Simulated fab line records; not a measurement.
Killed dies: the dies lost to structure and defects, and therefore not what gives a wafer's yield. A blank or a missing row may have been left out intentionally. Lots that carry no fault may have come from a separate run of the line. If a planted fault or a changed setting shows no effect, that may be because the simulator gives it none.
Comparing a struck lot with a sound one + flow sky130 + 22 out of 708 route steps
Sound: wafers L736.1, L736.5, L736.6. Struck: wafer L751.2 (left out: L751.3, L751.6 of the same lot, which were not struck); the cause appears at the end.
Per side, at each step with rows, come the tool, then ch with its chambers, and then its first start. Under that, the readings that differ: sound wafers + struck wafers + difference of the means + sigmas: that difference in standard deviations of wafers without a fault.
alike: words and numbers the same on both sides, and readings whose means are apart by under 2 such deviations; not compared: readings that were withheld, readings missing a value for some wafer, numbers with overlapping values and no deviation given by the record, and bounds like >300 which may hide the same value.
The two part at a step that has a row with sigmas, a row that says differs or no value, or rows on one side only. Non-overlapping numbers with no deviation appear without sigmas and do not part them. A reading that every wafer of one side lacks parts them only if that side has two wafers or more.

first, 1 step without rows for these wafers: SKY_LOCAL_INTERCONNECT_CLEAN_18 (cleans in O3/DIW).
SKY_CONTACT_CVD_00: deposits Si3N4, target thk 75 nm.
  sound on pecvd-01 ch 0,1,2, day 32 01:28; struck on pecvd-02 ch 2, day 35 18:21
  alike: heaterPowerOuterW, heaterPowerW, rfFwdPowerW
SKY_CONTACT_THK_MEAS_01:
  sound on filmMetro-02, day 32 01:30; struck on filmMetro-04, day 35 18:25
| reading                 | sound          | struck | difference | sigmas |
|-------------------------|----------------|--------|------------|--------|
| CONTACT_CVD_00_THK (nm) | 74.0 76.9 76.1 | 73.0   | -2.7       | -2     |
then, 1 step without rows for these wafers: SKY_CONTACT_HDPCVD_02 (deposits SiO2, target thk 565 nm, time 94.2 s).
SKY_CONTACT_THK_MEAS_03:
  sound on filmMetro-03, day 32 01:38; struck on filmMetro-03, day 35 18:32
  alike: CONTACT_HDPCVD_THK
SKY_CONTACT_CMP_04: polishes SiO2.
  sound on cmp-02 ch 0,1, day 32 01:41; struck on cmp-01 ch 1, day 35 18:35
| reading                   | sound             | struck | difference | sigmas |
|---------------------------|-------------------|--------|------------|--------|
| motorCurrentA (A)         | 11.0 10.7 11.5    | 14.1   | +3.0       | +3     |
| retainingRingPressureFrac | 0.985 0.995 0.998 | 1.003  | +0.010     | +2     |
  alike: timeToEndpointS
SKY_CONTACT_BOW_MEAS_05:
  sound on filmMetro-03, day 32 01:59; struck on filmMetro-02, day 35 18:55
  alike: CONTACT_BOW
then, 5 steps without rows for these wafers: SKY_CONTACT_DEHYDRATE_06 (time 60 s); SKY_CONTACT_HMDS_07 (prime time 60 s); SKY_CONTACT_COAT_08 (resist thk 60 nm); SKY_CONTACT_COAT_09 (resist thk 450 nm); SKY_CONTACT_SOFTBAKE_10 (time 90 s).
SKY_CONTACT_EXPOSE_11: exposes mask CTM1, target cd 170 nm.
  sound on krfScanner-02 ch 0, day 32 15:55; struck on krfScanner-01 ch 0, day 36 08:03
  alike: mask
then, 2 steps without rows for these wafers: SKY_CONTACT_PEB_12; SKY_CONTACT_DEVELOP_13 (develop time 60 s).
SKY_CONTACT_CD_MEAS_14 targets a cd of 170 nm.
  sound on cdSem-01, day 33 05:13; struck on cdSem-02, day 36 21:02
| reading   | sound             | struck | difference | sigmas |
|-----------|-------------------|--------|------------|--------|
| cdNm (nm) | 171.4 169.3 168.9 | 103.1  | -66.8      | -48    |
SKY_CONTACT_OVL_MEAS_15:
  sound on overlay-02, day 33 05:20; struck on overlay-02, day 36 21:08
| reading          | sound    | struck | difference | sigmas |
|------------------|----------|--------|------------|--------|
| CONTACT_OVL (nm) | -5 -7 -2 | 10     | +15        | +2     |
SKY_CONTACT_ETCH_16: etches BARC in N2/H2, stops on SiO2, time 45.9 s, target depth 60 nm.
  sound on rieDiel-03 ch 0,1,3, day 33 05:22; struck on rieDiel-03 ch 1, day 36 21:10
| reading                 | sound           | struck | difference | sigmas |
|-------------------------|-----------------|--------|------------|--------|
| model.CONTACT.cdNm (nm) | 171.5 170 168.2 | 103    | -67        |        |
  alike: drypumpMotorCurrentA, oesProductAu, rfFwdPowerW, throttleValvePct
  not compared: rfHoursCounterH
SKY_CONTACT_ETCH_17: etches SiO2 in C4F8/O2/Ar, stops on Si3N4, target depth 340 nm.
  sound on rieDiel-03 ch 0,1,3, day 33 05:24; struck on rieDiel-03 ch 1, day 36 21:13
  alike: oesProductAu, rfFwdPowerW
SKY_CONTACT_ETCH_18: etches Si3N4 in CHF3/O2, stops on TiN, time 39 s, target depth 75 nm.
  sound: rieDiel-03 ch 0,1,3; struck: rieDiel-03 ch 1
| reading                 | sound             | struck | difference | sigmas |
|-------------------------|-------------------|--------|------------|--------|
| model.CONTACT.cdNm (nm) | 171.3 169.9 168.2 | 103.4  | -66.4      |        |
  alike: chf3FlowSccm, drypumpMotorCurrentA, oesProductAu, rfFwdPowerW, throttleValvePct
  not compared: rfHoursCounterH
SKY_CONTACT_STRIP_19: strips in O2/N2.
  sound on plasmaAsher-01 ch 0,1, day 33 05:29; struck on plasmaAsher-01 ch 1, day 36 21:18
  alike: drypumpMotorCurrentA, oesProductAu, stripTimeToEndpointS
  not compared: rfHoursCounterH
-- the record jumps here: 13 days lie between the struck wafers' starts before and after (it left off in module CONTACT and takes up again in module PAD_OPEN, whose first step shown is number 708 of the route) --
SKY_PAD_OPEN_PROBE_99:
  only the struck wafers here have rows in the record (prober-01, day 49 16:17); the sound ones have none

WHERE THEY PART
First at SKY_CONTACT_THK_MEAS_01; last, within this record, at SKY_PAD_OPEN_PROBE_99.

WHY: what the simulator had put in
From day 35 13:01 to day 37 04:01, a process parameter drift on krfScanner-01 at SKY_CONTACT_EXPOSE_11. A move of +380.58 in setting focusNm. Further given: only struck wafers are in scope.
